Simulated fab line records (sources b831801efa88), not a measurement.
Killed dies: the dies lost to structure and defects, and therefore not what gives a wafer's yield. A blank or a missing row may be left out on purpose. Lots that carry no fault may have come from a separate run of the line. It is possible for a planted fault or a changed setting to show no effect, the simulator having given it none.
Which tool was responsible? | flow gf180mcu | route of 602 steps, sampled at 1 step: 12 lots, 36 wafers

WHAT THE GAUGES SHOWED, per wafer
GF_CONTACT_THK_MEAS_26: measures by xrf.
lot  | measured     | on           | CONTACT_W_THK (nm)
L075 | day 16 15:58 | filmMetro-01 | 299 298 300
L077 | day 17 23:30 | filmMetro-01 | 306 300 303
L079 | day 19 00:17 | filmMetro-02 | 311 307 309
L080 | day 19 08:58 | filmMetro-01 | 313 299 298
L084 | day 20 04:40 | filmMetro-04 | 301 305 303
L085 | day 20 20:33 | filmMetro-02 | 301 304 303
L087 | day 21 08:19 | filmMetro-02 | 305 305 310
L090 | day 22 12:48 | filmMetro-02 | 306 305 313
L091 | day 22 18:16 | filmMetro-01 | 304 298 300
L093 | day 23 16:54 | filmMetro-04 | 304 302 303
L095 | day 23 23:07 | filmMetro-04 | 300 315 301
L096 | day 24 17:46 | filmMetro-02 | 317 304 315

WHICH TOOL RAN EACH LOT (tool, then ch and the chambers of the sampled wafers, then the start)
The record holds no process step before these readings.

THE ANSWER, worked out from the rows above alone
Rule: the usual values come from the lots themselves. Put in order of their means at a reading, lots are off if they are a third of the lots or fewer, leave a main group of 4 or more, and stand apart from it by a gap of 3 or more times the standard deviation of the main group's means; of several such gaps the widest counts. If all means in a main group match to the digits the tables above print for the reading, that group is not used. Also off: a lot with no number at a reading for which 4 or more lots have one. All remaining lots with rows at the step are treated as sound.
Across all readings shown, no lot is off: no conclusion can be drawn from this.

WHAT THE SIMULATOR PUT IN
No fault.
